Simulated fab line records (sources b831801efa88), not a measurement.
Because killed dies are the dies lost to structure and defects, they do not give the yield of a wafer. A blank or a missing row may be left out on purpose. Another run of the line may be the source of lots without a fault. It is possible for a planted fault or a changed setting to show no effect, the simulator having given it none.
fab line records -- flow sky130
[record] lots = 14, wafers = 42, last-day = 50
route steps=708 shown SONOS_ONO@169 GATE_OXIDE@197 LDD_N@241 LDD_P@266
lots with no fault: from the same line, run without faults
start-h: hours from the record's opening day to when the first of the lot's shown wafers began -- wait-h: hours from the lot's prior step to this one -- " unchanged from the row above -- L1.1+2: a row that stands for several wafers -- - no value present, or no start provided -- * or withheld: withheld -- < > ~ a bound
route shown NAME@n: a module of which the file shows steps, and the number in the route of the first -- usual: mean/standard deviation taken from wafers without a fault -- same: alike in all rows -- chamber/n: place in a boat -- sites: each site's reading -- _std_site: standard deviation across them -- _edge_site: outer sites' mean less inner sites' -- radius-mm: for every site, how far away it sits from the centre of the wafer -- mask NAME#n: copy n -- behind: the tool/chamber that last shaped the wafer -- hold: what put the lot on hold/how long, in hours/how the hold closed -- device: which transistor (n, p or np) failed to switch -- end of line: the tests these same wafers got at the end of their route -- a step given without rows: its recipe and nothing more -- killed: count of dies lost to structure and defects at first sort (not the wafer's yield) -- map: shows each die of a wafer: x if killed, . if not, _ if none is there
set.NAME: the setting that was run; set.NAME@STEP: the one run at that earlier step -- model.NAME: the simulator's own value behind a step, which no gauge read
route steps across a sampled set of lots; one table per step, one row per wafer
services: the hour from which a tool's chamber was out of use, counted from the record's first day as start-h (under 0 if before that day), plus the number of hours and why
[[steps]]
[step SKY_SONOS_ONO_THK_MEAS_01]
[recipe] reads = SiO2_of_SONOS_ONO_OXIDATION_00
[usual] SONOS_ONO_OXIDATION_THK = 2.60/0.049
lot.wafer,tool,chamber,start-h,wait-h,SONOS_ONO_OXIDATION_THK[nm]
L601.2,film-metro-03,-,250.90,0.0,2.66
L601.4,film-metro-03,-,250.90,0.0,2.63
L601.5,film-metro-03,-,250.90,0.0,2.55
L602.2,film-metro-04,-,263.26,0.0,2.69
L602.4,film-metro-04,-,263.26,0.0,2.61
L602.6,film-metro-04,-,263.26,0.0,2.54
L603.1,film-metro-03,-,276.85,0.0,2.60
L603.2,film-metro-03,-,276.85,0.0,2.62
L603.6,film-metro-03,-,276.85,0.0,2.65
L604.2,film-metro-04,-,279.72,0.0,2.59
L604.5,film-metro-04,-,279.72,0.0,2.63
L604.6,film-metro-04,-,279.72,0.0,2.52
L606.1,film-metro-02,-,292.98,0.0,2.63
L606.2,film-metro-02,-,292.98,0.0,2.66
L606.5,film-metro-02,-,292.98,0.0,2.59
L607.1,film-metro-03,-,302.45,0.0,2.57
L607.4,film-metro-03,-,302.45,0.0,2.62
L607.5,film-metro-03,-,302.45,0.0,2.62
L612.2,film-metro-03,-,343.27,0.0,2.58
L612.3,film-metro-03,-,343.27,0.0,2.63
L612.5,film-metro-03,-,343.27,0.0,2.55
L614.2,film-metro-03,-,355.28,0.0,2.63
L614.4,film-metro-03,-,355.28,0.0,2.58
L614.5,film-metro-03,-,355.28,0.0,2.63
L616.3,film-metro-04,-,375.52,0.0,2.59
L616.5,film-metro-04,-,375.52,0.0,2.58
L616.6,film-metro-04,-,375.52,0.0,2.54
L617.1,film-metro-03,-,380.85,0.0,2.64
L617.2,film-metro-03,-,380.85,0.0,2.62
L617.6,film-metro-03,-,380.85,0.0,2.57
L619.1,film-metro-02,-,402.68,0.0,2.61
L619.4,film-metro-02,-,402.68,0.0,2.66
L619.5,film-metro-02,-,402.68,0.0,2.70
L622.4,film-metro-04,-,425.92,0.0,2.56
L622.5,film-metro-04,-,425.92,0.0,2.54
L622.6,film-metro-04,-,425.92,0.0,2.57
L623.1,film-metro-02,-,438.93,0.0,2.55
L623.4,film-metro-02,-,438.93,0.0,2.54
L623.6,film-metro-02,-,438.93,0.0,2.56
L624.1,film-metro-03,-,450.74,0.0,2.65
L624.4,film-metro-03,-,450.74,0.0,2.63
L624.6,film-metro-03,-,450.74,0.0,2.62
[step SKY_GATE_OXIDE_OVL_MEAS_10]
[usual] GATE_OXIDE_OVL = -0.1/1.3
lot.wafer,tool,chamber,start-h,wait-h,GATE_OXIDE_OVL[nm]
L601.2,overlay-01,-,306.29,0.1,3.0
L601.4,overlay-01,-,306.29,0.1,1.7
L601.5,overlay-01,-,306.29,0.1,1.7
L602.2,overlay-01,-,320.64,0.1,-2.4
L602.4,overlay-01,-,320.64,0.1,-1.1
L602.6,overlay-01,-,320.64,0.1,-2.0
L603.1,overlay-01,-,333.81,0.1,-0.6
L603.2,overlay-01,-,333.81,0.1,-1.5
L603.6,overlay-01,-,333.81,0.1,-0.6
L604.2,overlay-01,-,340.54,0.1,1.0
L604.5,overlay-01,-,340.54,0.1,-0.2
L604.6,overlay-01,-,340.54,0.1,0.0
L606.1,overlay-02,-,355.88,0.1,-0.1
L606.2,overlay-02,-,355.88,0.1,-0.1
L606.5,overlay-02,-,355.88,0.1,-0.1
L607.1,overlay-01,-,367.01,0.1,1.4
L607.4,overlay-01,-,367.01,0.1,0.5
L607.5,overlay-01,-,367.01,0.1,-1.0
L612.2,overlay-01,-,405.19,0.1,-1.9
L612.3,overlay-01,-,405.19,0.1,-0.9
L612.5,overlay-01,-,405.19,0.1,-1.1
L614.2,overlay-02,-,420.91,0.1,0.7
L614.4,overlay-02,-,420.91,0.1,-0.6
L614.5,overlay-02,-,420.91,0.1,1.3
L616.3,overlay-02,-,441.02,0.1,-0.9
L616.5,overlay-02,-,441.02,0.1,-0.1
L616.6,overlay-02,-,441.02,0.1,0.6
L617.1,overlay-01,-,446.66,0.1,1.8
L617.2,overlay-01,-,446.66,0.1,0.9
L617.6,overlay-01,-,446.66,0.1,0.6
L619.1,overlay-01,-,468.98,0.1,-2.5
L619.4,overlay-01,-,468.98,0.1,-2.7
L619.5,overlay-01,-,468.98,0.1,-1.3
L622.4,overlay-01,-,492.07,0.1,-0.1
L622.5,overlay-01,-,492.07,0.1,-0.3
L622.6,overlay-01,-,492.07,0.1,-1.2
L623.1,overlay-02,-,506.30,0.1,0.4
L623.4,overlay-02,-,506.30,0.1,1.5
L623.6,overlay-02,-,506.30,0.1,0.1
L624.1,overlay-01,-,517.35,0.1,0.6
L624.4,overlay-01,-,517.35,0.1,0.0
L624.6,overlay-01,-,517.35,0.1,-0.2
[step SKY_LDD_N_EXPOSE_04]
[recipe] mask-id = NTM, target-cd-nm = 840, na = 0.6, source-shape = conventional, sigma-outer = 0.6, dose-mj = 110
[usual] exposure-dose-mJ-cm2 = 110.02/0.11, focus-offset-nm = 0.0/0.55, na = 0.6/0, sigma-outer = 0.6/0
lot.wafer,tool,chamber,start-h,wait-h,mask,exposure-dose-mJ-cm2,focus-offset-nm,na,sigma-outer
L601.2,iline-stepper-02,0,384.75,-,NTM#0,110.13,-0.5,0.6,0.6
L601.4,iline-stepper-02,0,384.75,-,NTM#0,110.16,-0.6,0.6,0.6
L601.5,iline-stepper-02,0,384.75,-,NTM#0,110.15,-0.9,0.6,0.6
L602.2,iline-stepper-02,0,400.92,-,NTM#0,110.03,0.4,0.6,0.6
L602.4,iline-stepper-02,0,400.92,-,NTM#0,110.10,0.0,0.6,0.6
L602.6,iline-stepper-02,0,400.92,-,NTM#0,110.18,-0.2,0.6,0.6
L603.1,iline-stepper-01,0,411.61,-,NTM#0,110.05,1.2,0.6,0.6
L603.2,iline-stepper-01,0,411.61,-,NTM#0,110.05,0.0,0.6,0.6
L603.6,iline-stepper-01,0,411.61,-,NTM#0,109.90,0.3,0.6,0.6
L604.2,iline-stepper-02,0,426.66,-,NTM#0,110.13,0.3,0.6,0.6
L604.5,iline-stepper-02,0,426.66,-,NTM#0,110.14,-0.8,0.6,0.6
L604.6,iline-stepper-02,0,426.66,-,NTM#0,110.16,-0.6,0.6,0.6
L606.1,iline-stepper-02,0,440.95,-,NTM#0,109.98,-0.3,0.6,0.6
L606.2,iline-stepper-02,0,440.95,-,NTM#0,110.22,0.3,0.6,0.6
L606.5,iline-stepper-02,0,440.95,-,NTM#0,110.07,-0.2,0.6,0.6
L607.1,iline-stepper-02,0,449.81,-,NTM#0,110.01,0.4,0.6,0.6
L607.4,iline-stepper-02,0,449.81,-,NTM#0,110.00,0.3,0.6,0.6
L607.5,iline-stepper-02,0,449.81,-,NTM#0,109.87,0.3,0.6,0.6
L612.2,iline-stepper-02,0,487.70,-,NTM#0,110.03,-1.2,0.6,0.6
L612.3,iline-stepper-02,0,487.70,-,NTM#0,110.02,-1.2,0.6,0.6
L612.5,iline-stepper-02,0,487.70,-,NTM#0,110.09,-0.1,0.6,0.6
L614.2,iline-stepper-02,0,508.69,-,NTM#0,109.90,0.4,0.6,0.6
L614.4,iline-stepper-02,0,508.69,-,NTM#0,109.99,-0.1,0.6,0.6
L614.5,iline-stepper-02,0,508.69,-,NTM#0,109.98,-0.4,0.6,0.6
L616.3,iline-stepper-02,0,526.67,-,NTM#0,109.96,0.1,0.6,0.6
L616.5,iline-stepper-02,0,526.67,-,NTM#0,109.95,-0.8,0.6,0.6
L616.6,iline-stepper-02,0,526.67,-,NTM#0,109.82,-0.1,0.6,0.6
L617.1,iline-stepper-02,0,529.90,-,NTM#0,110.13,-0.8,0.6,0.6
L617.2,iline-stepper-02,0,529.90,-,NTM#0,110.07,-0.5,0.6,0.6
L617.6,iline-stepper-02,0,529.90,-,NTM#0,110.15,-0.6,0.6,0.6
L619.1,iline-stepper-01,0,553.33,-,NTM#0,109.91,0.4,0.6,0.6
L619.4,iline-stepper-01,0,553.33,-,NTM#0,110.03,0.8,0.6,0.6
L619.5,iline-stepper-01,0,553.33,-,NTM#0,110.18,-0.7,0.6,0.6
L622.4,iline-stepper-02,-,582.81,-,NTM#0,-,-,-,-
L622.5,iline-stepper-02,-,582.81,-,NTM#0,-,-,-,-
L622.6,iline-stepper-02,-,582.81,-,NTM#0,-,-,-,-
L623.1,iline-stepper-01,-,589.93,-,NTM#0,-,-,-,-
L623.4,iline-stepper-01,-,589.93,-,NTM#0,-,-,-,-
L623.6,iline-stepper-01,-,589.93,-,NTM#0,-,-,-,-
L624.1,iline-stepper-01,0,599.89,-,NTM#0,110.12,0.1,0.6,0.6
L624.4,iline-stepper-01,0,599.89,-,NTM#0,110.05,0.8,0.6,0.6
L624.6,iline-stepper-01,0,599.89,-,NTM#0,110.06,0.1,0.6,0.6
[step SKY_LDD_P_TW_MEAS_11]
[usual] LDD_P_TW = 637/3.1
lot.wafer,tool,chamber,start-h,wait-h,LDD_P_TW
L601.2,film-metro-02,-,431.15,0.1,638
L601.4,film-metro-02,-,431.15,0.1,635
L601.5,film-metro-02,-,431.15,0.1,634
L602.2,film-metro-01,-,448.37,0.1,629
L602.4,film-metro-01,-,448.37,0.1,631
L602.6,film-metro-01,-,448.37,0.1,635
L603.1,film-metro-02,-,459.61,0.1,637
L603.2,film-metro-02,-,459.61,0.1,636
L603.6,film-metro-02,-,459.61,0.1,640
L604.2,film-metro-02,-,474.87,0.1,637
L604.5,film-metro-02,-,474.87,0.1,636
L604.6,film-metro-02,-,474.87,0.1,635
L606.1,film-metro-02,-,488.76,0.1,640
L606.2,film-metro-02,-,488.76,0.1,634
L606.5,film-metro-02,-,488.76,0.1,635
L607.1,film-metro-02,-,497.36,0.1,636
L607.4,film-metro-02,-,497.36,0.1,640
L607.5,film-metro-02,-,497.36,0.1,640
L612.2,film-metro-01,-,535.77,0.1,641
L612.3,film-metro-01,-,535.77,0.1,637
L612.5,film-metro-01,-,535.77,0.1,635
L614.2,film-metro-02,-,554.95,0.1,634
L614.4,film-metro-02,-,554.95,0.1,638
L614.5,film-metro-02,-,554.95,0.1,643
L616.3,film-metro-01,-,575.83,0.1,640
L616.5,film-metro-01,-,575.83,0.1,639
L616.6,film-metro-01,-,575.83,0.1,637
L617.1,film-metro-04,-,577.36,0.1,633
L617.2,film-metro-04,-,577.36,0.1,632
L617.6,film-metro-04,-,577.36,0.1,635
L619.1,film-metro-04,-,599.29,0.1,633
L619.4,film-metro-04,-,599.29,0.1,637
L619.5,film-metro-04,-,599.29,0.1,633
L622.4,film-metro-02,-,627.67,0.1,645
L622.5,film-metro-02,-,627.67,0.1,640
L622.6,film-metro-02,-,627.67,0.1,642
L623.1,film-metro-02,-,635.01,0.1,638
L623.4,film-metro-02,-,635.01,0.1,639
L623.6,film-metro-02,-,635.01,0.1,639
L624.1,film-metro-01,-,644.76,0.1,634
L624.4,film-metro-01,-,644.76,0.1,635
L624.6,film-metro-01,-,644.76,0.1,631
[[services]]
tool,chamber,start-h,hours,kind
iline-stepper-02,-,375.51,1.7,pm
iline-stepper-01,-,507.52,5.6,repair
iline-stepper-02,-,547.23,8.9,pm
iline-stepper-01,-,558.61,18.3,repair
iline-stepper-01,-,576.88,1.7,pm
iline-stepper-01,-,583.49,2.1,pm
iline-stepper-01,-,585.57,-,consumable-replace:lamp
iline-stepper-02,-,593.69,1.7,pm
[[key]]
[first-sign] step = SKY_LDD_N_EXPOSE_04, reading = tool-record, direction = missing
effect none on later readings
met-at SKY_LDD_N_EXPOSE_04
struck-lots L622,L623
sort-left-out L622.4,L622.5,L622.6,L623.1,L623.4,L623.6
tester-left-out L622,L623
not-acting-at SKY_SONOS_ONO_THK_MEAS_01,SKY_GATE_OXIDE_OVL_MEAS_10,SKY_LDD_P_TW_MEAS_11
onset-between 553.33 582.81
[fault] kind = skipped-step-whole, tool = iline-stepper-01,iline-stepper-02, chamber = -, onset-h = 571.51, steps = SKY_LDD_N_EXPOSE_04, scope = struck-lots-only
// tester-left-out: of these lots the tester's yield and bins aren't shown, on N5 and GAA mostly nor the transistor test; their killed dies are dies lost to structure and defects alone, not to doping, threshold or leakage, so they don't give the yield
// sort-left-out: the simulated sort isn't trusted on such a fault, so these wafers' sort isn't shown, and their yield isn't known
